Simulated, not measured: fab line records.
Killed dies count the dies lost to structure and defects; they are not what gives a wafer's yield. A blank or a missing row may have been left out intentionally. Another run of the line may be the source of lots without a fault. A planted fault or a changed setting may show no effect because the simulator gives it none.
Comparing a struck lot with a sound one ; flow sfq-line ; 42 steps out of a route of 325
Sound: wafers L174.3, L174.4, L174.5. Struck: wafer L184.6. (L184.1, L184.3 of the same lot were not struck and are left out.) The cause comes at the end.
At each step with rows: each side's tool, then ch and its chambers, then its first start. Under that, the readings that differ: sound wafers ; struck wafers ; difference of the means ; sigmas: that difference in standard deviations of wafers without a fault.
alike: readings with means less than 2 such deviations apart, plus words and numbers identical on both sides. not compared: withheld readings, readings lacking a value on some wafer, bounds such as >300 that could conceal the same value, and numbers that have no deviation in the record and whose values overlap.
A row with sigmas, a row that says differs or no value, or rows on one side alone: a step with any of these is where the two part. Numbers that don't overlap but have no deviation are shown without sigmas and don't part them. Lack of a reading on every wafer of one side parts them only where that side has two or more wafers.

first, 6 steps without rows for these wafers: SFQ_TRILAYER_M2_LITHO_COAT_062 (resist thk 62 nm); SFQ_TRILAYER_M2_LITHO_COAT_057 (resist thk 600 nm); SFQ_TRILAYER_M2_LITHO_SOFTBAKE_061; SFQ_TRILAYER_M2_LITHO_EXPOSE_058 (exposes mask M2, target cd 500 nm); SFQ_TRILAYER_M2_LITHO_PEB_060 (peb time 60 s); SFQ_TRILAYER_M2_LITHO_DEVELOP_059 (time 60 s).
SFQ_M2_OVL_MEAS_916:
  sound: overlay-01 at day 23 21:53; struck: overlay-02 at day 35 03:55
  alike: M2_OVL
then, 2 steps without rows for these wafers: SFQ_TRILAYER_M2_BARC_OPEN_METAL_ETCH_077 (etches BARC in O2, target depth 125 nm, time 41.7 s); SFQ_TRILAYER_M2_ETCH_METAL_ETCH_060 (etches Nb in Cl2/Ar, stops on SiO2, target depth 240 nm, time 120 s).
SFQ_TRILAYER_M2_STRIP_STRIP_061: strips in O2.
  sound on rie-metal-04 ch 0,1, day 23 22:18; struck on rie-metal-03 ch 1, day 35 04:08
reading;sound;struck;difference;sigmas
chamber-pressure-mTorr (mTorr);50.00 49.97 49.96;50.10;+0.12;+3
  alike: drypump-motor-current-A, oes-product-au
  not compared: rf-hours-counter-h
then, 1 step without rows for these wafers: SFQ_TRILAYER_M2_STRIP_SOLV_CLEAN_062 (cleans in NMP, time 600 s).
SFQ_TRILAYER_I2_DEP_PECVD_063: deposits SiO2 from SiH4/N2O, time 111.11 s, target thk 500 nm.
  sound on pecvd-03 ch 0,1,2, day 23 22:53; struck on pecvd-01 ch 0, day 35 04:55
  alike: heater-power-w, throttle-valve-pct
SFQ_TRILAYER_I2_CMP_CMP_064: polishes SiO2.
  sound on cmp-01 ch 0,1, day 24 00:17; struck on cmp-01 ch 0, day 35 09:17
reading;sound;struck;difference;sigmas
time-to-endpoint-s (s);220 219 227;254;+32;+5
model.SiO2_of_TRILAYER_I2_DEP_PECVD_063.thk-nm (nm);200 200.6 200.1;149.7;-50.5;
  alike: head-pressure-psi, motor-current-A
SFQ_I2_BOW_MEAS_917:
  sound: film-metro-01 at day 24 02:50; struck: film-metro-04 at day 35 09:47
  alike: I2_BOW
SFQ_TRILAYER_I2_METRO_MEASURE_065:
  sound: film-metro-01 at day 24 03:19; struck: film-metro-04 at day 35 09:54
reading;sound;struck;difference;sigmas
thk-nm (nm);199.9 200.6 200.0;149.6;-50.6;-56
then, 6 steps without rows for these wafers: SFQ_TRILAYER_I2_VIA_LITHO_COAT_072 (resist thk 62 nm); SFQ_TRILAYER_I2_VIA_LITHO_COAT_067 (resist thk 650 nm); SFQ_TRILAYER_I2_VIA_LITHO_SOFTBAKE_071; SFQ_TRILAYER_I2_VIA_LITHO_EXPOSE_068 (exposes mask I2, target cd 500 nm); SFQ_TRILAYER_I2_VIA_LITHO_PEB_070 (peb time 60 s); SFQ_TRILAYER_I2_VIA_LITHO_DEVELOP_069 (time 60 s).
-- the record jumps here: 5 days lie between the struck wafers' starts before and after --
SFQ_I2_OVL_MEAS_918:
  sound: overlay-02 at day 30 15:37; struck: overlay-02 at day 40 21:31
  alike: I2_OVL
then, 1 step without rows for these wafers: SFQ_TRILAYER_I2_VIA_BARC_OPEN_VIA_ETCH_096 (etches BARC in O2, target depth 125 nm, time 41.7 s).
SFQ_TRILAYER_I2_VIA_ETCH_VIA_ETCH_070: etches SiO2 in CHF3, stops on Nb, target depth 260 nm.
  sound on rie-diel-01 ch 0,1,3, day 30 15:41; struck on rie-diel-03 ch 2, day 40 21:35
reading;sound;struck;difference;sigmas
oes-product-au (a.u.);0.850 0.857 0.848;0.731;-0.121;-24
model.etch.depth-nm (nm);200 200.6 200.1;149.7;-50.5;
model.I2.feature-depth-nm (nm);200 200.6 200.1;149.7;-50.5;
  alike: chamber-pressure-mTorr, drypump-motor-current-A
then, 2 steps without rows for these wafers: SFQ_TRILAYER_I2_VIA_STRIP_STRIP_071 (strips in O2); SFQ_TRILAYER_I2_VIA_STRIP_SOLV_CLEAN_072 (cleans in NMP, time 600 s).
SFQ_TRILAYER_M3_DEP_PRE_CLEAN_074: time 22.5 s.
  sound: pvd-sputter-06 at day 30 16:34; struck: pvd-sputter-04 at day 40 22:28
reading;sound;struck;difference;sigmas
model.SiO2_of_TRILAYER_I2_DEP_PECVD_063.thk-nm (nm);192.5 193.1 192.6;142.2;-50.5;
SFQ_TRILAYER_M3_DEP_SPUTTER_073: material Nb, target thk 200 nm, time 133.3 s.
  sound: pvd-sputter-06 at day 30 16:36; struck: pvd-sputter-04 at day 40 22:30
  alike: base-pressure-pa, throttle-valve-pct
SFQ_M3_RS_MEAS_919: measures by four-point-probe.
  sound: film-metro-02 at day 30 16:44; struck: film-metro-03 at day 40 22:35
  alike: M3_NB_RS
then, 6 steps without rows for these wafers: SFQ_TRILAYER_M3_LITHO_COAT_080 (resist thk 62 nm); SFQ_TRILAYER_M3_LITHO_COAT_075 (resist thk 600 nm); SFQ_TRILAYER_M3_LITHO_SOFTBAKE_079; SFQ_TRILAYER_M3_LITHO_EXPOSE_076 (exposes mask M3, target cd 500 nm); SFQ_TRILAYER_M3_LITHO_PEB_078 (peb time 60 s); SFQ_TRILAYER_M3_LITHO_DEVELOP_077 (time 60 s).
-- the record jumps here: 5 days lie between the struck wafers' starts before and after --
SFQ_M3_OVL_MEAS_921:
  sound: overlay-02 at day 36 16:10; struck: overlay-01 at day 45 22:34
reading;sound;struck;difference;sigmas
M3_OVL (nm);5 -10 -1;10;+12;+2
SFQ_TRILAYER_M3_BARC_OPEN_METAL_ETCH_100: etches BARC in O2, target depth 125 nm, time 41.7 s.
  sound on rie-metal-01 ch 0,1, day 36 16:13; struck on rie-metal-01 ch 0, day 45 22:36
  alike: chamber-pressure-mTorr, drypump-motor-current-A, oes-product-au
  not compared: rf-hours-counter-h
then, 3 steps without rows for these wafers: SFQ_TRILAYER_M3_ETCH_METAL_ETCH_078 (etches Nb in Cl2/Ar, stops on SiO2, target depth 240 nm, time 120 s); SFQ_TRILAYER_M3_STRIP_STRIP_079 (strips in O2); SFQ_TRILAYER_M3_STRIP_SOLV_CLEAN_080 (cleans in NMP, time 600 s).
SFQ_TRILAYER_I3_DEP_PECVD_081: deposits SiO2 from SiH4/N2O, time 111.11 s, target thk 500 nm.
  sound on pecvd-03 ch 1,2, day 36 17:09; struck on pecvd-02 ch 2, day 45 23:35
  alike: heater-power-w, throttle-valve-pct
-- the record jumps here: 35 days lie between the struck wafers' starts before and after --
SFQ_M8_BOW_MEAS_951:
  sound: film-metro-01 at day 76 02:55; struck: film-metro-02 at day 80 19:07
reading;sound;struck;difference;sigmas
model.etest.i2.link-ohm;1.978 1.994 1.967;1.923;-0.057;
  alike: M8_BOW

## WHERE THEY PART
At SFQ_TRILAYER_M2_STRIP_STRIP_061 first; at SFQ_M3_OVL_MEAS_921 last (within this record only). Later steps at which nothing parts them and some readings are alike: SFQ_TRILAYER_M3_BARC_OPEN_METAL_ETCH_100, SFQ_TRILAYER_I3_DEP_PECVD_081, SFQ_M8_BOW_MEAS_951.

WHY: the cause the simulator had injected
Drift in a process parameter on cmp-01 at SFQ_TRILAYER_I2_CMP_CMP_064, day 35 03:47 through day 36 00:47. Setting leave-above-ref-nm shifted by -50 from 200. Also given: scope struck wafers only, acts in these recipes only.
